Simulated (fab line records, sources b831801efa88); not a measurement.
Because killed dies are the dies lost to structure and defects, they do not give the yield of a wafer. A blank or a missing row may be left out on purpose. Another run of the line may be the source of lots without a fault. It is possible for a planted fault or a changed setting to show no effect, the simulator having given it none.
Chamber matching :: flow sky130 :: 3 sister chambers for SKY_CAPM_CVD_00 on pecvd-01
The step deposits SiO2, target thk 15.5 nm. 6 wafers are shown with their chamber, then 8 later ones without.

WAFERS, EACH WITH ITS CHAMBER
wafer: L087.1
chamber: 0
heater power w (W): 759

wafer: L087.4
chamber: 2
heater power w (W): 832

wafer: L088.1
chamber: 2
heater power w (W): 779

wafer: L088.3
chamber: 0
heater power w (W): 696

wafer: L088.4
chamber: 1
heater power w (W): 710

wafer: L091.2
chamber: 1
heater power w (W): 762

WAFERS WITHOUT THEIR CHAMBER
wafer: L091.3
heater power w (W): 724

wafer: L091.5
heater power w (W): 748

wafer: L092.2
heater power w (W): 843

wafer: L092.4
heater power w (W): 756

wafer: L092.5
heater power w (W): 843

wafer: L096.1
heater power w (W): 825

wafer: L096.3
heater power w (W): 742

wafer: L096.4
heater power w (W): 748

WHICH CHAMBER EACH WENT THROUGH
wafer: L091.3
from the rows above: can't be placed: 0 or 1 or 2
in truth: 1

wafer: L091.5
from the rows above: can't be placed: 1 or 0 or 2
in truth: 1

wafer: L092.2
from the rows above: can't be placed: 2 or 1 or 0
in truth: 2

wafer: L092.4
from the rows above: can't be placed: 1 or 0 or 2
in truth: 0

wafer: L092.5
from the rows above: can't be placed: 2 or 1 or 0
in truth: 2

wafer: L096.1
from the rows above: can't be placed: 2 or 1 or 0
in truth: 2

wafer: L096.3
from the rows above: can't be placed: 1 or 0 or 2
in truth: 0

wafer: L096.4
from the rows above: can't be placed: 1 or 0 or 2
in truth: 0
Placed correctly: 0 of 8. Unplaceable from these rows: 8, with the true chamber sitting among the candidates in 8. Placed wrongly: 0.
How it was worked out, from the rows above alone: a wafer's distance from a chamber is the root of the sum, over the readings, of the square of ((its reading less the chamber's mean) divided by the reading's scatter). The wafer belongs to the nearest chamber; if the next one is less than 2 further off, it can't be placed. A chamber's mean is the mean of its shown wafers. How the scatter is found: for the shown wafers, subtract from each reading the mean of its chamber, square and add these, divide the total by (wafers less chambers), then take the root.
